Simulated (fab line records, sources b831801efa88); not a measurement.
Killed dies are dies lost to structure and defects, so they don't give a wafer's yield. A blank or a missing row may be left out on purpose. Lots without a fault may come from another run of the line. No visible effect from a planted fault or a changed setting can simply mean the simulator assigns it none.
fab line records ; flow sky130 ; part 2 of 2: steps 26 to 34 of 34
record lots=5; wafers=15; lastDay=49
route steps=708 shown VIA1@469 METAL2@483
lots that met no fault: taken from a fault-free run of the same line
startH: hours from the record's opening day to when the first of the lot's shown wafers began ; waitH: hours elapsed since this lot's preceding step ; " same as the row above ; L1.1+2: several wafers, shown together as one row ; - value missing, or start not given ; * or withheld: withheld ; < > ~ a bound
route shown NAME@n: a module of which the file shows steps, and the number in the route of the first ; usual: mean/standard deviation of fault-free wafers ; same: alike in all rows ; chamber/n: place in a boat ; sites: the reading at each site ; _std_site: the standard deviation of these ; _edge_site: outer sites' mean less inner sites' ; radiusMm: for every site, how far away it sits from the centre of the wafer ; mask NAME#n: copy n ; behind: tool/chamber where the wafer was last shaped ; hold: why the lot went on hold/how many hours it stayed there/how the hold came to an end ; device: the transistor (n, p or np) that didn't switch ; end of line: tests run on the same wafers once the route is complete ; where a step has no rows: the recipe by itself ; killed: count of dies lost to structure and defects at first sort (not the wafer's yield) ; map: shows each die of a wafer: x if killed, . if not, _ if none is there
set.NAME: the setting as run; set.NAME@STEP: as run at that earlier step ; model.NAME: the simulator's own value behind a step, which no gauge read
certain route steps with their lots: each step a table, each wafer a row
services: the hour from which a tool's chamber was out of use, counted from the record's first day as startH (under 0 if before that day), plus the number of hours and why
## steps
# step SKY_METAL2_SOFTBAKE_11
# recipe tempC=100; timeS=90; resist=KrF-thick
# usual heaterPowerTotalW=57.37/0.12
lot.wafer;tool;chamber;startH;waitH;heaterPowerTotalW
L079.4;lithoTrack-04;0;-;-;57.18
L079.5;lithoTrack-04;0;-;-;57.38
L079.6;lithoTrack-04;0;-;-;57.31
L081.3;lithoTrack-04;0;-;-;57.31
L081.4;lithoTrack-04;0;-;-;57.35
L081.6;lithoTrack-04;0;-;-;57.27
L089.1;lithoTrack-01;0;-;-;57.47
L089.3;lithoTrack-01;0;-;-;57.36
L089.4;lithoTrack-01;0;-;-;57.25
L090.4;lithoTrack-03;0;-;-;57.38
L090.5;lithoTrack-03;0;-;-;57.42
L090.6;lithoTrack-03;0;-;-;57.19
L092.1;lithoTrack-01;0;-;-;57.47
L092.2;lithoTrack-01;0;-;-;57.30
L092.4;lithoTrack-01;0;-;-;57.52
# step SKY_METAL2_EXPOSE_12
# recipe maskId=MM2; na=0.8; sourceShape=annular; sigmaInner=0.55; sigmaOuter=0.85; targetCdNm=140; doseMj=28
# usual stageVelMmS=499.97/0.23
# same sigmaInner=0.55
lot.wafer;tool;chamber;startH;waitH;mask;stageVelMmS
L079.4;krfScanner-02;0;-;-;MM2#0;499.83
L079.5;krfScanner-02;0;-;-;MM2#0;499.58
L079.6;krfScanner-02;0;-;-;MM2#0;499.65
L081.3;krfScanner-01;0;-;-;MM2#0;500.29
L081.4;krfScanner-01;0;-;-;MM2#0;500.03
L081.6;krfScanner-01;0;-;-;MM2#0;500.04
L089.1;krfScanner-01;0;-;-;MM2#0;499.97
L089.3;krfScanner-01;0;-;-;MM2#0;499.97
L089.4;krfScanner-01;0;-;-;MM2#0;499.73
L090.4;krfScanner-01;0;-;-;MM2#0;499.95
L090.5;krfScanner-01;0;-;-;MM2#0;499.81
L090.6;krfScanner-01;0;-;-;MM2#0;499.81
L092.1;krfScanner-02;0;-;-;MM2#0;499.94
L092.2;krfScanner-02;0;-;-;MM2#0;500.01
L092.4;krfScanner-02;0;-;-;MM2#0;500.36
# step SKY_METAL2_PEB_13
# recipe pebTempC=withheld; pebTimeS=withheld; resist=KrF-thick
lot.wafer;tool;chamber;startH;waitH
L079.4+5+6;lithoTrack-04;0;-;-
L081.3+4+6;lithoTrack-04;0;-;-
L089.1+3+4;lithoTrack-01;0;-;-
L090.4+5+6;lithoTrack-03;0;-;-
L092.1+2+4;lithoTrack-03;0;-;-
# step SKY_METAL2_DEVELOP_14
# recipe developTimeS=60; resist=KrF-thick; devTempC=21
# same developTimeS=60
lot.wafer;tool;chamber;startH;waitH
L079.4+5+6;lithoTrack-04;0;-;-
L081.3+4+6;lithoTrack-04;0;-;-
L089.1+3+4;lithoTrack-01;0;-;-
L090.4+5+6;lithoTrack-03;0;-;-
L092.1+2+4;lithoTrack-03;0;-;-
# step SKY_METAL2_CD_MEAS_15
# recipe targetCdNm=140
# usual cdNm=139.7/1.3
lot.wafer;tool;chamber;startH;waitH;cdNm
L079.4;cdSem-02;-;866.47;-;140.0
L079.5;cdSem-02;-;866.47;-;140.7
L079.6;cdSem-02;-;866.47;-;141.1
L081.3;cdSem-01;-;873.10;-;138.4
L081.4;cdSem-01;-;873.10;-;138.6
L081.6;cdSem-01;-;873.10;-;140.3
L089.1;cdSem-01;-;930.65;-;139.5
L089.3;cdSem-01;-;930.65;-;141.0
L089.4;cdSem-01;-;930.65;-;139.6
L090.4;cdSem-02;-;935.71;-;138.7
L090.5;cdSem-02;-;935.71;-;139.6
L090.6;cdSem-02;-;935.71;-;141.0
L092.1;cdSem-01;-;960.30;-;140.4
L092.2;cdSem-01;-;960.30;-;138.2
L092.4;cdSem-01;-;960.30;-;139.5
# step SKY_METAL2_OVL_MEAS_16
# usual METAL2_OVL=-2/5.2
lot.wafer;tool;chamber;startH;waitH;METAL2_OVL[nm]
L079.4;overlay-01;-;866.55;0.1;-3
L079.5;overlay-01;-;866.55;0.1;3
L079.6;overlay-01;-;866.55;0.1;4
L081.3;overlay-01;-;873.19;0.1;5
L081.4;overlay-01;-;873.19;0.1;0
L081.6;overlay-01;-;873.19;0.1;7
L089.1;overlay-01;-;930.77;0.1;-7
L089.3;overlay-01;-;930.77;0.1;-6
L089.4;overlay-01;-;930.77;0.1;-2
L090.4;overlay-02;-;935.79;0.1;-1
L090.5;overlay-02;-;935.79;0.1;-3
L090.6;overlay-02;-;935.79;0.1;-10
L092.1;overlay-02;-;960.42;0.1;-4
L092.2;overlay-02;-;960.42;0.1;-2
L092.4;overlay-02;-;960.42;0.1;-8
# step SKY_METAL2_DESCUM_17
# recipe chemistry=O2; sourcePowerW=150; biasPowerW=0; pressureMtorr=10; tempC=40; timeS=8
# usual drypumpMotorCurrentA=5.6/0.38; oesProductAu=0.995/0.01; tempC=40.01/0.11
lot.wafer;tool;chamber;startH;waitH;drypumpMotorCurrentA;oesProductAu;rfHoursCounterH;tempC
L079.4;rieMetal-02;0;866.58;0.0;5.9;0.999;-;39.82
L079.5;rieMetal-02;0;866.58;0.0;5.9;0.982;-;39.94
L079.6;rieMetal-02;1;866.58;0.0;6.0;0.993;-;40.15
L081.3;rieMetal-01;1;873.23;0.0;5.0;0.981;-;40.04
L081.4;rieMetal-01;0;873.23;0.0;5.2;0.985;-;39.98
L081.6;rieMetal-01;1;873.23;0.0;5.0;0.985;-;40.14
L089.1;rieMetal-04;0;930.80;0.0;5.7;1.011;17;40.03
L089.3;rieMetal-04;0;930.80;0.0;5.7;1.012;-;40.05
L089.4;rieMetal-04;1;930.80;0.0;5.7;1.003;-;40.20
L090.4;rieMetal-01;0;935.82;0.0;5.3;0.987;-;40.07
L090.5;rieMetal-01;0;935.82;0.0;5.3;0.983;-;40.11
L090.6;rieMetal-01;1;935.82;0.0;5.0;0.995;-;40.00
L092.1;rieMetal-02;1;960.46;0.0;6.0;0.995;11;39.86
L092.2;rieMetal-02;0;960.46;0.0;5.9;0.997;15;40.03
L092.4;rieMetal-02;1;960.46;0.0;6.0;0.999;-;40.01
# step SKY_METAL2_ETCH_18
# recipe chemistry=N2/H2; target=BARC; ionEnergyEv=200; biasW=100; pressureMtorr=30; n2FlowSccm=100; h2FlowSccm=200; icpW=500; stopOn=SiO2; timeS=45.9; targetDepthA=600
# usual drypumpMotorCurrentA=5.6/0.38; oesProductAu=0.854/0.0044; throttleValvePct=13.224/0.0091
lot.wafer;tool;chamber;startH;waitH;drypumpMotorCurrentA;oesProductAu;rfHoursCounterH;throttleValvePct
L079.4;rieMetal-02;0;866.62;0.0;5.9;0.849;-;13.234
L079.5;rieMetal-02;0;866.62;0.0;5.9;0.859;-;13.233
L079.6;rieMetal-02;1;866.62;0.0;6.0;0.849;-;13.222
L081.3;rieMetal-01;1;873.27;0.0;5.0;0.845;-;13.209
L081.4;rieMetal-01;0;873.27;0.0;5.2;0.856;-;13.212
L081.6;rieMetal-01;1;873.27;0.0;5.0;0.848;-;13.221
L089.1;rieMetal-04;0;930.83;0.0;5.7;0.856;17;13.231
L089.3;rieMetal-04;0;930.83;0.0;5.7;0.849;-;13.228
L089.4;rieMetal-04;1;930.83;0.0;5.7;0.851;-;13.224
L090.4;rieMetal-01;0;935.86;0.0;5.3;0.854;-;13.220
L090.5;rieMetal-01;0;935.86;0.0;5.3;0.855;-;13.220
L090.6;rieMetal-01;1;935.86;0.0;5.0;0.863;-;13.221
L092.1;rieMetal-02;1;960.49;0.0;6.0;0.854;11;13.225
L092.2;rieMetal-02;0;960.49;0.0;5.9;0.859;15;13.221
L092.4;rieMetal-02;1;960.49;0.0;6.0;0.845;-;13.226
# step SKY_METAL2_METAL_ETCH_19
# recipe targetDepthA=3600; stopOn=SiO2; overEtchFrac=0.3; timeS=78; chemistry=Cl2/BCl3; resistSidewallDeg=88; pressureMtorr=10; icpW=900; biasW=48.5; Cl2_flow_sccm=60; bcl3FlowSccm=30
# usual drypumpMotorCurrentA=5.6/0.38; oesProductAu=0.854/0.0056; throttleValvePct=22.264/0.0081
lot.wafer;tool;chamber;startH;waitH;drypumpMotorCurrentA;oesProductAu;rfHoursCounterH;throttleValvePct
L079.4;rieMetal-02;0;866.69;0.1;5.8;0.854;-;22.270
L079.5;rieMetal-02;0;866.69;0.1;5.9;0.862;-;22.265
L079.6;rieMetal-02;1;866.69;0.1;6.0;0.849;-;22.271
L081.3;rieMetal-01;1;873.34;0.1;5.0;0.862;-;22.256
L081.4;rieMetal-01;0;873.34;0.1;5.3;0.863;-;22.273
L081.6;rieMetal-01;1;873.34;0.1;5.0;0.855;-;22.259
L089.1;rieMetal-04;0;930.90;0.0;5.7;0.859;17;22.273
L089.3;rieMetal-04;0;930.90;0.0;5.7;0.850;-;22.245
L089.4;rieMetal-04;1;930.90;0.0;5.7;0.848;-;22.272
L090.4;rieMetal-01;0;935.93;0.1;5.2;0.841;-;22.256
L090.5;rieMetal-01;0;935.93;0.1;5.2;0.848;-;22.272
L090.6;rieMetal-01;1;935.93;0.1;5.0;0.855;-;22.265
L092.1;rieMetal-02;1;960.55;0.0;6.0;0.860;11;22.253
L092.2;rieMetal-02;0;960.55;0.0;5.8;0.844;15;22.260
L092.4;rieMetal-02;1;960.55;0.0;6.0;0.857;-;22.283
## services
tool;chamber;startH;hours;kind
krfScanner-01;-;832.20;8.0;repair
pvdSputter-02;-;838.69;1.8;repair
pvdSputter-03;-;859.13;2.7;repair
rieDiel-01;0;859.72;4.0;repair
rieMetal-01;-;865.09;7.2;repair
cmp-02;-;865.27;7.5;pm
rieDiel-04;2;873.86;4.6;repair
krfScanner-01;-;879.37;1.0;pm
cmp-02;-;880.08;1.1;repair
cmp-02;-;884.18;3.6;pm
rieMetal-01;-;892.59;14.6;pm
wetBench-04;-;898.74;59.9;pm
krfScanner-01;-;899.96;0.8;pm
rieDiel-01;3;902.48;4.3;repair
rieDiel-01;1;904.45;1.9;repair
pvdSputter-03;-;907.87;2.3;repair
cvdW-02;0;910.81;16.9;repair
cmp-02;-;912.00;4.0;pm
rieDiel-04;2;913.41;15.3;repair
rieDiel-04;2;931.10;8.4;repair
rieDiel-01;2;943.30;9.6;repair
krfScanner-01;-;946.82;1.3;pm
rieDiel-01;0;947.26;8.4;repair
pvdSputter-01;-;960.41;2.3;repair
